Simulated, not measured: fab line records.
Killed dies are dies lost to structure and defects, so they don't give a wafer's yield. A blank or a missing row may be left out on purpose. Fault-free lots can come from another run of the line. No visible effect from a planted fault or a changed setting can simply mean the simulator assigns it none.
Chamber matching | flow sky130 | SKY_FIELD_ISO_ETCH_14 on rie_diel-03 has 4 sister chambers
The step etches BARC in N2/H2, stops on SiO2, time 45.9 s, target depth 60 nm. 8 wafers are shown with their chamber, then 8 later ones without.

## WAFERS, EACH WITH ITS CHAMBER
wafer  | chamber | drypump_motor_current_A (A) | oes_product_au (a.u.)
L081.3 | 3       | 5.8                         | 0.851
L081.4 | 1       | 6.5                         | 0.858
L084.4 | 2       | 6.3                         | 0.856
L084.5 | 2       | 6.3                         | 0.857
L085.2 | 3       | 5.8                         | 0.857
L085.3 | 1       | 6.4                         | 0.856
L085.4 | 0       | 5.1                         | 0.850
L088.3 | 0       | 5.0                         | 0.852

## WAFERS MISSING THEIR CHAMBER
wafer  | drypump_motor_current_A (A) | oes_product_au (a.u.)
L088.4 | 5.8                         | 0.848
L088.5 | 5.1                         | 0.865
L095.1 | 6.2                         | 0.846
L095.3 | 5.9                         | 0.847
L095.4 | 5.1                         | 0.857
L097.2 | 6.2                         | 0.854
L097.4 | 6.2                         | 0.850
L097.6 | 5.9                         | 0.856

## WHICH CHAMBER EACH WENT THROUGH
wafer  | from the rows above     | in truth
L088.4 | 3                       | 3
L088.5 | 0                       | 0
L095.1 | can't be placed: 2 or 1 | 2
L095.3 | 3                       | 3
L095.4 | 0                       | 0
L097.2 | 2                       | 2
L097.4 | 2                       | 2
L097.6 | 3                       | 3
Correct placement for 7 of the 8. Can't be placed from these rows: 1 (the true chamber is among the candidates in 1). 0 placed wrongly.
How it was worked out, from the rows above alone: a wafer's distance from a chamber is the root of the sum, over the readings, of the square of ((its reading less the chamber's mean) divided by the reading's scatter). The wafer belongs to the nearest chamber; if the next one is less than 2 further off, it can't be placed. A chamber's mean is the mean of its shown wafers. The scatter: take each reading less its chamber's mean, square it, sum over the shown wafers, divide by the number of wafers less the number of chambers, and take the root.
